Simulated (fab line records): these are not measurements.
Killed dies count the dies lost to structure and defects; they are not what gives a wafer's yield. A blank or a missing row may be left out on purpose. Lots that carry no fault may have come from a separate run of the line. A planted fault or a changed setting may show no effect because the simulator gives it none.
fab line records ; flow gf180mcu
record lots=24; wafers=72; last_day=34
route steps=602 shown V3@455 M4@461 V4@481 MIM@506
lots untouched by any fault: they come from a run of this same line in which no faults occurred
start_h: hours from the record's opening day to when the first of the lot's shown wafers began ; wait_h: how many hours have passed since the lot's step before this one ; " unchanged from the row above ; L1.1+2: a single row standing in for several wafers ; - value missing, or start not given ; * or withheld: withheld ; < > ~ a bound
route shown NAME@n: names a module that has steps shown in the file, with the first one's number in the route ; usual: mean/standard deviation taken from wafers without a fault ; same: alike in all rows ; chamber/n: place in a boat ; sites: the reading at each site ; _std_site: standard deviation of those values ; _edge_site: outer sites' mean less inner sites' ; radius_mm: how far each site lies from the wafer's centre ; mask NAME#n: copy n ; behind: tool/chamber where the wafer was last shaped ; hold: reason for holding the lot/hours on hold/outcome of the hold ; device: which transistor (n, p or np) failed to switch ; end of line: the route-end tests of the same wafers ; a step given without rows: its recipe and nothing more ; killed: the dies lost at the first sort to structure and to defects; this is not the yield of the wafer ; map: the dies of a wafer, with x for killed, . for not killed, _ for no die there
set.NAME: setting as actually run; set.NAME@STEP: the setting as run at that earlier step ; model.NAME: the simulator's own value behind a step, which no gauge read
one table for each step of the route and one row for each wafer, over a sample of lots
services: the hour from which a tool's chamber was out of use, counted from the record's first day as start_h (under 0 if before that day), plus the number of hours and why
## steps
# step GF_V3_CMP_26
# recipe stop_on=SiO2; down_force_psi=3.5; platen_rpm=60; t_overpolish_s=15; target_thk_nm=0; pad_velocity_m_s=0.94248
# usual motor_current_A=10.7/1.1; overpolish_run_s=15.000/0.0084; slurry_filter_dp_kPa=13.51/0.12; slurry_flow_ml_min=150.0/0.42; time_to_endpoint_s=86/4
lot.wafer;tool;chamber;start_h;wait_h;motor_current_A;overpolish_run_s;slurry_filter_dp_kPa;slurry_flow_ml_min;time_to_endpoint_s
L074.2;cmp-02;0;507.81;0.1;12.2;15.004;13.35;150.0;90
L074.3;cmp-02;1;507.81;0.1;10.6;15.007;13.55;149.6;88
L074.6;cmp-02;2;507.81;0.1;10.0;14.994;13.61;149.6;85
L075.4;cmp-02;2;529.25;0.0;10.2;15.003;13.55;149.7;86
L075.1;cmp-02;0;529.25;0.0;12.6;15.003;13.63;150.3;87
L075.5;cmp-02;2;529.25;0.0;10.2;14.994;13.55;149.3;85
L076.1;cmp-01;2;531.21;0.1;11.7;15.011;13.31;150.3;84
L076.2;cmp-01;1;531.21;0.1;9.3;14.996;13.59;150.3;86
L076.5;cmp-01;3;531.21;0.1;9.9;15.006;13.21;150.2;86
L077.1;cmp-02;2;549.05;0.1;10.3;15.000;13.47;150.0;83
L077.2;cmp-02;3;549.05;0.1;11.2;15.009;13.62;150.8;84
L077.3;cmp-02;1;549.05;0.1;10.0;15.006;13.53;150.2;88
L078.2;cmp-02;0;554.66;0.0;12.6;15.008;13.72;149.5;79
L078.4;cmp-02;1;554.66;0.0;10.8;14.997;13.41;149.6;85
L078.3;cmp-02;3;554.66;0.0;11.0;15.009;13.43;149.7;77
L079.3;cmp-02;1;576.86;0.1;11.1;14.998;13.62;149.7;86
L079.1;cmp-02;2;576.86;0.1;10.1;14.990;13.53;149.6;84
L079.6;cmp-02;0;576.86;0.1;12.0;15.003;13.31;149.1;82
L080.1;cmp-01;3;576.93;0.1;10.0;15.006;13.53;149.7;79
L080.2;cmp-01;1;576.93;0.1;9.3;14.996;13.61;149.8;89
L080.6;cmp-01;3;576.93;0.1;9.7;15.002;13.58;150.2;85
L081.4;cmp-01;3;579.61;0.0;9.9;14.999;13.74;150.2;84
L081.3;cmp-01;2;579.61;0.0;12.7;14.987;13.37;150.2;87
L081.5;cmp-01;0;579.61;0.0;10.4;14.993;13.54;149.4;93
L082.2;cmp-01;3;585.30;0.1;10.0;14.999;13.54;150.1;90
L082.1;cmp-01;0;585.30;0.1;10.2;15.005;13.75;150.0;95
L082.5;cmp-01;1;585.30;0.1;10.0;15.011;13.45;149.9;92
L083.4;cmp-01;3;589.03;0.1;9.9;15.002;13.29;149.9;86
L083.3;cmp-01;1;589.03;0.1;9.0;15.004;13.66;150.5;91
L083.5;cmp-01;2;589.03;0.1;12.3;15.003;13.50;150.0;85
L084.2;cmp-01;2;592.76;0.2;11.8;14.988;13.56;149.5;87
L084.6;cmp-01;3;592.76;0.2;9.5;15.011;13.68;149.7;87
L084.5;cmp-01;0;592.76;0.2;9.7;14.983;13.42;149.8;92
L085.2;cmp-01;3;606.26;0.0;9.8;14.999;13.57;150.1;83
L085.6;cmp-01;3;606.26;0.0;10.1;14.980;13.58;150.2;83
L085.5;cmp-01;0;606.26;0.0;10.5;15.001;13.54;150.0;90
L086.4;cmp-02;3;614.44;0.0;11.6;15.004;13.45;150.7;81
L086.3;cmp-02;0;614.44;0.0;12.4;14.998;13.47;150.0;84
L086.5;cmp-02;3;614.44;0.0;10.8;15.011;13.70;150.0;79
L087.1;cmp-01;1;621.02;0.1;8.9;14.994;13.52;149.5;82
L087.4;cmp-01;2;621.02;0.1;12.6;14.989;13.42;149.6;76
L087.2;cmp-01;3;621.02;0.1;9.8;15.002;13.59;151.2;77
L088.2;cmp-02;2;627.80;0.1;9.9;14.981;13.66;150.0;85
L088.3;cmp-02;0;627.80;0.1;12.0;14.985;13.65;149.5;88
L088.5;cmp-02;1;627.80;0.1;10.2;14.998;13.27;149.8;88
L089.1;cmp-01;3;635.99;0.1;9.4;15.001;13.48;149.7;82
L089.2;cmp-01;0;635.99;0.1;10.0;14.988;13.76;148.7;89
L089.4;cmp-01;1;635.99;0.1;9.0;14.996;13.51;149.5;85
L090.1;cmp-02;0;642.80;0.1;11.6;15.000;13.65;150.1;86
L090.5;cmp-02;0;642.80;0.1;12.2;14.998;13.46;150.2;86
L090.6;cmp-02;1;642.80;0.1;10.6;14.986;13.55;149.5;91
L091.1;cmp-01;2;647.75;0.1;11.9;15.019;13.44;149.8;84
L091.4;cmp-01;3;647.75;0.1;9.7;15.010;13.27;149.9;85
L091.6;cmp-01;1;647.75;0.1;9.2;14.996;13.44;149.3;85
L092.2;cmp-01;2;652.92;0.1;12.2;14.993;13.56;150.0;82
L092.6;cmp-01;1;652.92;0.1;9.4;15.008;13.62;149.7;84
L092.5;cmp-01;2;652.92;0.1;11.8;15.012;13.57;149.8;82
L093.4;cmp-02;1;661.52;0.1;11.0;15.001;13.60;150.4;93
L093.1;cmp-02;2;661.52;0.1;10.0;14.988;13.60;150.8;87
L093.3;cmp-02;3;661.52;0.1;11.1;14.998;13.46;150.1;86
L094.2;cmp-02;2;670.95;0.0;10.2;15.006;13.49;149.9;89
L094.3;cmp-02;3;670.95;0.0;11.5;14.988;13.59;150.8;85
L094.5;cmp-02;3;670.95;0.0;11.0;14.989;13.54;150.3;86
L095.2;cmp-02;2;677.77;0.0;10.2;15.005;13.57;150.6;87
L095.3;cmp-02;3;677.77;0.0;11.4;14.996;13.48;149.5;84
L095.5;cmp-02;3;677.77;0.0;10.8;15.014;13.65;150.2;83
L096.4;cmp-02;1;681.11;0.1;11.1;15.006;13.56;149.7;91
L096.3;cmp-02;3;681.11;0.1;11.6;15.004;13.61;150.4;87
L096.6;cmp-02;1;681.11;0.1;11.2;15.001;13.60;150.7;92
L097.2;cmp-02;1;692.41;0.0;10.9;15.005;13.66;150.0;93
L097.3;cmp-02;2;692.41;0.0;10.0;15.002;13.46;150.2;88
L097.4;cmp-02;3;692.41;0.0;11.0;15.012;13.40;149.4;83
# step GF_M4_RS_MEAS_05
# recipe thk_meas_gauge=four-point-probe; reads=TiN_of_M4_SPUTTER_04+Ti_of_M4_SPUTTER_03+AlCu_of_M4_SPUTTER_02+TiN_of_M4_SPUTTER_01+Ti_of_M4_SPUTTER_00
# usual M4_ALCU_RS=0.0696/0.0008
lot.wafer;tool;chamber;start_h;wait_h;M4_ALCU_RS[ohm/sq]
L074.2;film_metro-03;-;508.28;0.0;0.0703
L074.3;film_metro-03;-;508.28;0.0;0.0699
L074.6;film_metro-03;-;508.28;0.0;0.0706
L075.1;film_metro-04;-;529.78;0.0;0.0700
L075.4;film_metro-04;-;529.78;0.0;0.0706
L075.5;film_metro-04;-;529.78;0.0;0.0696
L076.1;film_metro-01;-;531.73;0.0;0.0704
L076.2;film_metro-01;-;531.73;0.0;0.0704
L076.5;film_metro-01;-;531.73;0.0;0.0700
L077.1;film_metro-03;-;549.57;0.0;0.0707
L077.2;film_metro-03;-;549.57;0.0;0.0694
L077.3;film_metro-03;-;549.57;0.0;0.0703
L078.2;film_metro-01;-;555.20;0.0;0.0689
L078.3;film_metro-01;-;555.20;0.0;0.0697
L078.4;film_metro-01;-;555.20;0.0;0.0686
L079.1;film_metro-01;-;577.33;0.0;0.0690
L079.3;film_metro-01;-;577.33;0.0;0.0704
L079.6;film_metro-01;-;577.33;0.0;0.0697
L080.1;film_metro-04;-;577.45;0.0;0.0705
L080.2;film_metro-04;-;577.45;0.0;0.0708
L080.6;film_metro-04;-;577.45;0.0;0.0706
L081.3;film_metro-01;-;580.19;0.1;0.0697
L081.4;film_metro-01;-;580.19;0.1;0.0694
L081.5;film_metro-01;-;580.19;0.1;0.0689
L082.1;film_metro-04;-;585.72;0.0;0.0691
L082.2;film_metro-04;-;585.72;0.0;0.0699
L082.5;film_metro-04;-;585.72;0.0;0.0684
L083.3;film_metro-01;-;589.54;0.1;0.0689
L083.4;film_metro-01;-;589.54;0.1;0.0699
L083.5;film_metro-01;-;589.54;0.1;0.0692
L084.2;film_metro-04;-;593.16;0.0;0.0694
L084.5;film_metro-04;-;593.16;0.0;0.0696
L084.6;film_metro-04;-;593.16;0.0;0.0697
L085.2;film_metro-01;-;606.80;0.0;0.0697
L085.5;film_metro-01;-;606.80;0.0;0.0697
L085.6;film_metro-01;-;606.80;0.0;0.0705
L086.3;film_metro-01;-;615.00;0.1;0.0703
L086.4;film_metro-01;-;615.00;0.1;0.0691
L086.5;film_metro-01;-;615.00;0.1;0.0691
L087.1;film_metro-03;-;621.49;0.0;0.0691
L087.2;film_metro-03;-;621.49;0.0;0.0693
L087.4;film_metro-03;-;621.49;0.0;0.0681
L088.2;film_metro-04;-;628.29;0.0;0.0693
L088.3;film_metro-04;-;628.29;0.0;0.0688
L088.5;film_metro-04;-;628.29;0.0;0.0688
L089.1;film_metro-03;-;636.51;0.0;0.0681
L089.2;film_metro-03;-;636.51;0.0;0.0693
L089.4;film_metro-03;-;636.51;0.0;0.0696
L090.1;film_metro-04;-;643.32;0.0;0.0691
L090.5;film_metro-04;-;643.32;0.0;0.0699
L090.6;film_metro-04;-;643.32;0.0;0.0706
L091.1;film_metro-01;-;648.22;0.0;0.0694
L091.4;film_metro-01;-;648.22;0.0;0.0697
L091.6;film_metro-01;-;648.22;0.0;0.0692
L092.2;film_metro-03;-;653.41;0.0;0.0709
L092.5;film_metro-03;-;653.41;0.0;0.0705
L092.6;film_metro-03;-;653.41;0.0;0.0702
L093.1;film_metro-04;-;661.99;0.0;0.0700
L093.3;film_metro-04;-;661.99;0.0;0.0698
L093.4;film_metro-04;-;661.99;0.0;0.0687
L094.2;film_metro-03;-;671.49;0.0;0.0689
L094.3;film_metro-03;-;671.49;0.0;0.0702
L094.5;film_metro-03;-;671.49;0.0;0.0690
L095.2;film_metro-01;-;678.31;0.0;0.0680
L095.3;film_metro-01;-;678.31;0.0;0.0695
L095.5;film_metro-01;-;678.31;0.0;0.0681
L096.3;film_metro-03;-;681.62;0.1;0.0696
L096.4;film_metro-03;-;681.62;0.1;0.0694
L096.6;film_metro-03;-;681.62;0.1;0.0695
L097.2;film_metro-01;-;692.95;0.0;0.0697
L097.3;film_metro-01;-;692.95;0.0;0.0685
L097.4;film_metro-01;-;692.95;0.0;0.0687
# step GF_V4_BOW_MEAS_05
# recipe mode=bow
# usual V4_BOW=135/8.2
lot.wafer;tool;chamber;start_h;wait_h;V4_BOW[um]
L074.2;film_metro-02;-;533.10;0.3;142
L074.3;film_metro-02;-;533.10;0.3;147
L074.6;film_metro-02;-;533.10;0.3;132
L075.1;film_metro-04;-;554.47;0.1;136
L075.4;film_metro-04;-;554.47;0.1;133
L075.5;film_metro-04;-;554.47;0.1;134
L076.1;film_metro-04;-;555.11;0.1;144
L076.2;film_metro-04;-;555.11;0.1;129
L076.5;film_metro-04;-;555.11;0.1;134
L077.1;film_metro-02;-;572.78;0.2;129
L077.2;film_metro-02;-;572.78;0.2;131
L077.3;film_metro-02;-;572.78;0.2;128
L078.2;film_metro-02;-;578.47;0.1;147
L078.3;film_metro-02;-;578.47;0.1;131
L078.4;film_metro-02;-;578.47;0.1;136
L080.1;film_metro-04;-;600.48;0.1;141
L080.2;film_metro-04;-;600.48;0.1;145
L080.6;film_metro-04;-;600.48;0.1;129
L079.1;film_metro-04;-;600.91;0.1;133
L079.3;film_metro-04;-;600.91;0.1;126
L079.6;film_metro-04;-;600.91;0.1;124
L081.3;film_metro-03;-;603.46;0.2;132
L081.4;film_metro-03;-;603.46;0.2;130
L081.5;film_metro-03;-;603.46;0.2;130
L082.1;film_metro-04;-;608.19;0.2;139
L082.2;film_metro-04;-;608.19;0.2;147
L082.5;film_metro-04;-;608.19;0.2;123
L083.3;film_metro-02;-;611.81;0.1;144
L083.4;film_metro-02;-;611.81;0.1;138
L083.5;film_metro-02;-;611.81;0.1;138
L084.2;film_metro-04;-;615.20;0.3;128
L084.5;film_metro-04;-;615.20;0.3;142
L084.6;film_metro-04;-;615.20;0.3;125
L085.2;film_metro-02;-;628.91;0.1;143
L085.5;film_metro-02;-;628.91;0.1;143
L085.6;film_metro-02;-;628.91;0.1;140
L086.3;film_metro-02;-;637.36;0.1;147
L086.4;film_metro-02;-;637.36;0.1;141
L086.5;film_metro-02;-;637.36;0.1;139
L087.1;film_metro-03;-;642.37;0.1;138
L087.2;film_metro-03;-;642.37;0.1;135
L087.4;film_metro-03;-;642.37;0.1;133
L088.2;film_metro-03;-;649.78;0.1;149
L088.3;film_metro-03;-;649.78;0.1;153
L088.5;film_metro-03;-;649.78;0.1;145
L089.1;film_metro-03;-;657.44;0.1;135
L089.2;film_metro-03;-;657.44;0.1;127
L089.4;film_metro-03;-;657.44;0.1;140
L090.1;film_metro-04;-;664.48;0.1;120
L090.5;film_metro-04;-;664.48;0.1;133
L090.6;film_metro-04;-;664.48;0.1;116
L091.1;film_metro-04;-;668.96;0.1;126
L091.4;film_metro-04;-;668.96;0.1;130
L091.6;film_metro-04;-;668.96;0.1;131
L092.2;film_metro-02;-;674.48;0.2;137
L092.5;film_metro-02;-;674.48;0.2;148
L092.6;film_metro-02;-;674.48;0.2;144
L093.1;film_metro-02;-;682.30;0.2;143
L093.3;film_metro-02;-;682.30;0.2;132
L093.4;film_metro-02;-;682.30;0.2;134
L094.2;film_metro-04;-;691.78;0.3;134
L094.3;film_metro-04;-;691.78;0.3;120
L094.5;film_metro-04;-;691.78;0.3;131
L095.2;film_metro-02;-;697.83;0.1;148
L095.3;film_metro-02;-;697.83;0.1;138
L095.5;film_metro-02;-;697.83;0.1;138
L096.3;film_metro-02;-;701.80;0.1;127
L096.4;film_metro-02;-;701.80;0.1;143
L096.6;film_metro-02;-;701.80;0.1;133
L097.2;film_metro-02;-;712.73;0.2;141
L097.3;film_metro-02;-;712.73;0.2;137
L097.4;film_metro-02;-;712.73;0.2;147
# step GF_V4_RS_MEAS_24
# recipe thk_meas_gauge=four-point-probe; reads=W_of_V4_CVD_23+TiN_of_V4_SPUTTER_22+Ti_of_V4_SPUTTER_21
# usual V4_W_RS=0.328/0.0034
lot.wafer;tool;chamber;start_h;wait_h;V4_W_RS[ohm/sq]
L074.2;film_metro-03;-;556.65;0.1;0.331
L074.3;film_metro-03;-;556.65;0.1;0.322
L074.6;film_metro-03;-;556.65;0.1;0.328
L075.1;film_metro-03;-;577.67;0.1;0.325
L075.4;film_metro-03;-;577.67;0.1;0.328
L075.5;film_metro-03;-;577.67;0.1;0.332
L076.1;film_metro-04;-;578.22;0.1;0.333
L076.2;film_metro-04;-;578.22;0.1;0.327
L076.5;film_metro-04;-;578.22;0.1;0.330
L077.1;film_metro-02;-;594.56;0.1;0.329
L077.2;film_metro-02;-;594.56;0.1;0.323
L077.3;film_metro-02;-;594.56;0.1;0.325
L078.2;film_metro-02;-;600.66;0.1;0.326
L078.3;film_metro-02;-;600.66;0.1;0.329
L078.4;film_metro-02;-;600.66;0.1;0.322
L080.1;film_metro-04;-;621.79;0.1;0.326
L080.2;film_metro-04;-;621.79;0.1;0.330
L080.6;film_metro-04;-;621.79;0.1;0.326
L079.1;film_metro-04;-;623.15;0.1;0.328
L079.3;film_metro-04;-;623.15;0.1;0.328
L079.6;film_metro-04;-;623.15;0.1;0.328
L081.3;film_metro-03;-;624.89;0.1;0.329
L081.4;film_metro-03;-;624.89;0.1;0.327
L081.5;film_metro-03;-;624.89;0.1;0.328
L082.1;film_metro-03;-;630.11;0.1;0.333
L082.2;film_metro-03;-;630.11;0.1;0.333
L082.5;film_metro-03;-;630.11;0.1;0.332
L083.3;film_metro-04;-;633.31;0.1;0.326
L083.4;film_metro-04;-;633.31;0.1;0.331
L083.5;film_metro-04;-;633.31;0.1;0.327
L084.2;film_metro-02;-;636.80;0.1;0.334
L084.5;film_metro-02;-;636.80;0.1;0.330
L084.6;film_metro-02;-;636.80;0.1;0.325
L085.2;film_metro-04;-;650.21;0.2;0.323
L085.5;film_metro-04;-;650.21;0.2;0.320
L085.6;film_metro-04;-;650.21;0.2;0.323
L086.3;film_metro-02;-;657.88;0.1;0.332
L086.4;film_metro-02;-;657.88;0.1;0.327
L086.5;film_metro-02;-;657.88;0.1;0.325
L087.1;film_metro-03;-;662.67;0.1;0.333
L087.2;film_metro-03;-;662.67;0.1;0.325
L087.4;film_metro-03;-;662.67;0.1;0.326
L088.2;film_metro-04;-;670.09;0.1;0.324
L088.3;film_metro-04;-;670.09;0.1;0.323
L088.5;film_metro-04;-;670.09;0.1;0.324
L089.1;film_metro-02;-;678.22;0.1;0.328
L089.2;film_metro-02;-;678.22;0.1;0.330
L089.4;film_metro-02;-;678.22;0.1;0.324
L090.1;film_metro-02;-;685.05;0.1;0.330
L090.5;film_metro-02;-;685.05;0.1;0.327
L090.6;film_metro-02;-;685.05;0.1;0.328
L091.1;film_metro-03;-;688.09;0.1;0.331
L091.4;film_metro-03;-;688.09;0.1;0.331
L091.6;film_metro-03;-;688.09;0.1;0.330
L092.2;film_metro-02;-;695.46;0.1;0.325
L092.5;film_metro-02;-;695.46;0.1;0.322
L092.6;film_metro-02;-;695.46;0.1;0.326
L093.1;film_metro-04;-;702.02;0.1;0.334
L093.3;film_metro-04;-;702.02;0.1;0.327
L093.4;film_metro-04;-;702.02;0.1;0.332
L094.2;film_metro-03;-;711.44;0.1;0.322
L094.3;film_metro-03;-;711.44;0.1;0.328
L094.5;film_metro-03;-;711.44;0.1;0.329
L095.2;film_metro-04;-;717.74;0.1;0.329
L095.3;film_metro-04;-;717.74;0.1;0.331
L095.5;film_metro-04;-;717.74;0.1;0.324
L096.3;film_metro-02;-;721.23;0.1;0.324
L096.4;film_metro-02;-;721.23;0.1;0.330
L096.6;film_metro-02;-;721.23;0.1;0.330
L097.2;film_metro-03;-;732.54;0.1;0.327
L097.3;film_metro-03;-;732.54;0.1;0.324
L097.4;film_metro-03;-;732.54;0.1;0.332
# step GF_MIM_SPUTTER_03
# recipe material=Ti; target_thk_nm=10; substrate_temp_c=300; chamber_pressure_pa=0.3; power_w=3000; time_s=6.7
# usual throttle_valve_pct=29.9/0.75
# same time_s=6.7
lot.wafer;tool;chamber;start_h;wait_h;throttle_valve_pct
L074.2;pvd_sputter-01;-;557.27;0.0;29.2
L074.3;pvd_sputter-01;-;557.27;0.0;29.6
L074.6;pvd_sputter-01;-;557.27;0.0;29.0
L075.1;pvd_sputter-04;-;578.31;0.0;30.3
L075.4;pvd_sputter-04;-;578.31;0.0;31.0
L075.5;pvd_sputter-04;-;578.31;0.0;28.7
L076.1;pvd_sputter-04;-;578.91;0.0;30.0
L076.2;pvd_sputter-04;-;578.91;0.0;30.8
L076.5;pvd_sputter-04;-;578.91;0.0;30.1
L077.1;pvd_sputter-01;-;595.20;0.0;29.1
L077.2;pvd_sputter-01;-;595.20;0.0;29.7
L077.3;pvd_sputter-01;-;595.20;0.0;30.6
L078.2;pvd_sputter-01;-;601.28;0.0;30.2
L078.3;pvd_sputter-01;-;601.28;0.0;29.3
L078.4;pvd_sputter-01;-;601.28;0.0;30.5
L080.1;pvd_sputter-01;-;622.43;0.0;30.6
L080.2;pvd_sputter-01;-;622.43;0.0;29.7
L080.6;pvd_sputter-01;-;622.43;0.0;30.0
L079.1;pvd_sputter-01;-;623.79;0.0;29.1
L079.3;pvd_sputter-01;-;623.79;0.0;30.3
L079.6;pvd_sputter-01;-;623.79;0.0;30.5
L081.3;pvd_sputter-02;-;625.49;0.0;31.3
L081.4;pvd_sputter-02;-;625.49;0.0;29.7
L081.5;pvd_sputter-02;-;625.49;0.0;29.3
L082.1;pvd_sputter-01;-;631.00;0.0;29.9
L082.2;pvd_sputter-01;-;631.00;0.0;30.3
L082.5;pvd_sputter-01;-;631.00;0.0;30.4
L083.3;pvd_sputter-04;-;633.92;0.0;31.4
L083.4;pvd_sputter-04;-;633.92;0.0;28.8
L083.5;pvd_sputter-04;-;633.92;0.0;29.1
L084.2;pvd_sputter-04;-;637.42;0.0;30.4
L084.5;pvd_sputter-04;-;637.42;0.0;28.9
L084.6;pvd_sputter-04;-;637.42;0.0;30.2
L085.2;pvd_sputter-02;-;650.83;0.0;29.5
L085.5;pvd_sputter-02;-;650.83;0.0;28.9
L085.6;pvd_sputter-02;-;650.83;0.0;31.4
L086.3;pvd_sputter-01;-;658.48;0.0;30.2
L086.4;pvd_sputter-01;-;658.48;0.0;29.1
L086.5;pvd_sputter-01;-;658.48;0.0;29.1
L087.1;pvd_sputter-02;-;663.31;0.0;31.1
L087.2;pvd_sputter-02;-;663.31;0.0;29.7
L087.4;pvd_sputter-02;-;663.31;0.0;29.2
L088.2;pvd_sputter-01;-;670.71;0.0;29.6
L088.3;pvd_sputter-01;-;670.71;0.0;30.4
L088.5;pvd_sputter-01;-;670.71;0.0;30.0
L089.1;pvd_sputter-01;-;678.86;0.0;30.0
L089.2;pvd_sputter-01;-;678.86;0.0;30.3
L089.4;pvd_sputter-01;-;678.86;0.0;29.1
L090.1;pvd_sputter-01;-;685.69;0.0;29.7
L090.5;pvd_sputter-01;-;685.69;0.0;30.5
L090.6;pvd_sputter-01;-;685.69;0.0;29.4
L091.1;pvd_sputter-01;-;688.73;0.0;28.8
L091.4;pvd_sputter-01;-;688.73;0.0;30.6
L091.6;pvd_sputter-01;-;688.73;0.0;30.3
L092.2;pvd_sputter-01;-;696.08;0.0;29.3
L092.5;pvd_sputter-01;-;696.08;0.0;30.6
L092.6;pvd_sputter-01;-;696.08;0.0;30.0
L093.1;pvd_sputter-02;-;702.66;0.0;29.2
L093.3;pvd_sputter-02;-;702.66;0.0;31.0
L093.4;pvd_sputter-02;-;702.66;0.0;28.7
L094.2;pvd_sputter-02;-;712.06;0.0;29.3
L094.3;pvd_sputter-02;-;712.06;0.0;29.6
L094.5;pvd_sputter-02;-;712.06;0.0;28.8
L095.2;pvd_sputter-02;-;718.36;0.0;31.4
L095.3;pvd_sputter-02;-;718.36;0.0;30.0
L095.5;pvd_sputter-02;-;718.36;0.0;29.3
L096.3;pvd_sputter-01;-;721.83;0.0;30.7
L096.4;pvd_sputter-01;-;721.83;0.0;30.2
L096.6;pvd_sputter-01;-;721.83;0.0;29.9
L097.2;pvd_sputter-01;-;733.16;0.0;30.7
L097.3;pvd_sputter-01;-;733.16;0.0;29.0
L097.4;pvd_sputter-01;-;733.16;0.0;29.2
# step GF_MIM_THK_MEAS_11
# recipe thk_meas_gauge=xrf; reads=AlCu_of_MIM_SPUTTER_08
# usual MIM_ALCU_THK=194.4/2.1
lot.wafer;tool;chamber;start_h;wait_h;MIM_ALCU_THK[nm]
L074.2;film_metro-04;-;557.65;0.1;196.1
L074.3;film_metro-04;-;557.65;0.1;197.7
L074.6;film_metro-04;-;557.65;0.1;195.5
L075.1;film_metro-01;-;578.68;0.1;197.3
L075.4;film_metro-01;-;578.68;0.1;194.6
L075.5;film_metro-01;-;578.68;0.1;194.2
L076.1;film_metro-01;-;579.28;0.1;192.9
L076.2;film_metro-01;-;579.28;0.1;193.7
L076.5;film_metro-01;-;579.28;0.1;194.6
L077.1;film_metro-02;-;595.57;0.1;195.1
L077.2;film_metro-02;-;595.57;0.1;194.2
L077.3;film_metro-02;-;595.57;0.1;194.2
L078.2;film_metro-02;-;601.67;0.1;190.5
L078.3;film_metro-02;-;601.67;0.1;190.3
L078.4;film_metro-02;-;601.67;0.1;190.9
L080.1;film_metro-01;-;622.81;0.1;195.5
L080.2;film_metro-01;-;622.81;0.1;193.8
L080.6;film_metro-01;-;622.81;0.1;192.6
L079.1;film_metro-02;-;624.16;0.1;195.4
L079.3;film_metro-02;-;624.16;0.1;194.8
L079.6;film_metro-02;-;624.16;0.1;192.7
L081.3;film_metro-01;-;625.88;0.1;196.7
L081.4;film_metro-01;-;625.88;0.1;199.6
L081.5;film_metro-01;-;625.88;0.1;198.3
L082.1;film_metro-02;-;631.41;0.1;191.9
L082.2;film_metro-02;-;631.41;0.1;190.5
L082.5;film_metro-02;-;631.41;0.1;192.6
L083.3;film_metro-04;-;634.31;0.1;192.6
L083.4;film_metro-04;-;634.31;0.1;194.7
L083.5;film_metro-04;-;634.31;0.1;196.5
L084.2;film_metro-04;-;637.81;0.1;194.6
L084.5;film_metro-04;-;637.81;0.1;193.6
L084.6;film_metro-04;-;637.81;0.1;194.6
L085.2;film_metro-02;-;651.21;0.1;193.7
L085.5;film_metro-02;-;651.21;0.1;192.8
L085.6;film_metro-02;-;651.21;0.1;195.9
L086.3;film_metro-01;-;658.87;0.1;195.6
L086.4;film_metro-01;-;658.87;0.1;196.1
L086.5;film_metro-01;-;658.87;0.1;196.1
L087.1;film_metro-01;-;663.68;0.1;191.4
L087.2;film_metro-01;-;663.68;0.1;194.2
L087.4;film_metro-01;-;663.68;0.1;190.1
L088.2;film_metro-04;-;671.09;0.1;196.2
L088.3;film_metro-04;-;671.09;0.1;198.3
L088.5;film_metro-04;-;671.09;0.1;195.7
L089.1;film_metro-02;-;679.24;0.1;198.2
L089.2;film_metro-02;-;679.24;0.1;196.2
L089.4;film_metro-02;-;679.24;0.1;199.7
L090.1;film_metro-02;-;686.06;0.1;193.5
L090.5;film_metro-02;-;686.06;0.1;194.8
L090.6;film_metro-02;-;686.06;0.1;194.6
L091.1;film_metro-01;-;689.11;0.1;195.6
L091.4;film_metro-01;-;689.11;0.1;197.1
L091.6;film_metro-01;-;689.11;0.1;193.7
L092.2;film_metro-01;-;696.46;0.1;195.3
L092.5;film_metro-01;-;696.46;0.1;192.6
L092.6;film_metro-01;-;696.46;0.1;193.6
L093.1;film_metro-01;-;703.03;0.1;196.8
L093.3;film_metro-01;-;703.03;0.1;195.0
L093.4;film_metro-01;-;703.03;0.1;195.8
L094.2;film_metro-01;-;712.44;0.1;195.4
L094.3;film_metro-01;-;712.44;0.1;195.8
L094.5;film_metro-01;-;712.44;0.1;196.1
L095.2;film_metro-01;-;718.74;0.1;193.8
L095.3;film_metro-01;-;718.74;0.1;196.7
L095.5;film_metro-01;-;718.74;0.1;194.6
L096.3;film_metro-02;-;722.22;0.1;191.4
L096.4;film_metro-02;-;722.22;0.1;194.9
L096.6;film_metro-02;-;722.22;0.1;194.6
L097.2;film_metro-01;-;733.55;0.1;192.7
L097.3;film_metro-01;-;733.55;0.1;190.2
L097.4;film_metro-01;-;733.55;0.1;191.7
## services
tool;chamber;start_h;hours;kind
cmp-01;-;484.61;3.4;repair
pvd_sputter-04;0;503.79;-;consumable_replace:kit
pvd_sputter-04;0;503.79;18.0;scheduled_down
pvd_sputter-04;0;503.79;18.0;vent_cycle
cmp-01;-;509.36;8.2;pm
pvd_sputter-02;2;509.58;-;consumable_replace:kit
pvd_sputter-02;2;509.58;18.0;scheduled_down
pvd_sputter-02;2;509.58;18.0;vent_cycle
pvd_sputter-04;-;526.63;2.8;repair
pvd_sputter-04;-;570.96;2.2;repair
cmp-01;-;572.13;4.0;pm
cmp-01;-;576.13;-;consumable_replace:conditioner
cmp-01;-;576.13;-;consumable_replace:pad
cmp-02;-;577.47;6.2;pm
pvd_sputter-01;2;604.46;-;consumable_replace:kit
pvd_sputter-01;2;604.46;18.0;scheduled_down
pvd_sputter-01;2;604.46;18.0;vent_cycle
pvd_sputter-01;-;662.95;7.4;repair
cmp-01;-;668.05;6.7;pm
pvd_sputter-02;-;684.61;17.5;repair
pvd_sputter-01;1;723.36;-;consumable_replace:kit
pvd_sputter-01;1;723.36;18.0;scheduled_down
pvd_sputter-01;1;723.36;18.0;vent_cycle
cmp-02;-;730.53;4.4;repair
## key
fault none
